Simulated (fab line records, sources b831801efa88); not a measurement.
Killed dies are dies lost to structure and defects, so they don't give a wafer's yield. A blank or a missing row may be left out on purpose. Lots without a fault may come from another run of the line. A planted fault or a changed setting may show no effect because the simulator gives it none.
Chamber matching | flow sky130 | SKY_CONTACT_CVD_00 on pecvd-03: 3 sister chambers
The step deposits Si3N4, target thk 75 nm. 20 wafers are shown with their chamber, then 10 later ones without.

WAFERS WITH THEIR CHAMBER
wafer  | chamber | heater_power_w (W)
L075.1 | 0       | 918
L075.2 | 1       | 873
L075.3 | 2       | 679
L075.4 | 0       | 908
L075.5 | 1       | 852
L075.6 | 2       | 687
L077.1 | 2       | 648
L077.2 | 1       | 803
L077.4 | 1       | 796
L081.4 | 2       | 642
L081.5 | 0       | 901
L081.6 | 1       | 697
L085.1 | 2       | 740
L085.3 | 0       | 812
L085.5 | 0       | 818
L087.3 | 2       | 737
L087.4 | 2       | 738
L087.6 | 0       | 718
L088.2 | 2       | 623
L088.3 | 0       | 913

SIGNATURES (means of the wafers above)
reading        | chamber 0 | chamber 1 | chamber 2 | scatter within a chamber
heater_power_w | 855.43    | 804.20    | 686.75    | 63.4
Rule: a wafer's distance from a chamber is the root of the sum, over the readings, of the square of ((its reading less the chamber's mean) divided by the reading's scatter). The wafer belongs to the nearest chamber; if the next one is less than 2 further off, it can't be placed. The scatter: the root of (the sum of the squares of (reading less its chamber's mean) over the shown wafers, divided by (wafers less chambers)).

WAFERS WITHOUT THEIR CHAMBER
wafer  | heater_power_w (W)
L088.6 | 822
L092.1 | 836
L092.4 | 684
L092.6 | 878
L095.4 | 673
L095.5 | 775
L095.6 | 718
L097.2 | 832
L097.3 | 719
L097.6 | 725

WHICH CHAMBER EACH WENT THROUGH
wafer  | from the rows above          | in truth
L088.6 | can't be placed: 1 or 0 or 2 | 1
L092.1 | can't be placed: 0 or 1      | 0
L092.4 | can't be placed: 2 or 1      | 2
L092.6 | can't be placed: 0 or 1      | 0
L095.4 | can't be placed: 2 or 1      | 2
L095.5 | can't be placed: 1 or 0 or 2 | 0
L095.6 | can't be placed: 2 or 1 or 0 | 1
L097.2 | can't be placed: 0 or 1 or 2 | 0
L097.3 | can't be placed: 2 or 1 or 0 | 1
L097.6 | can't be placed: 2 or 1 or 0 | 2
Placed correctly: 0 of 10. Can't be placed from these rows: 10 (the true chamber is among the candidates in 10). Placed wrongly: 0.
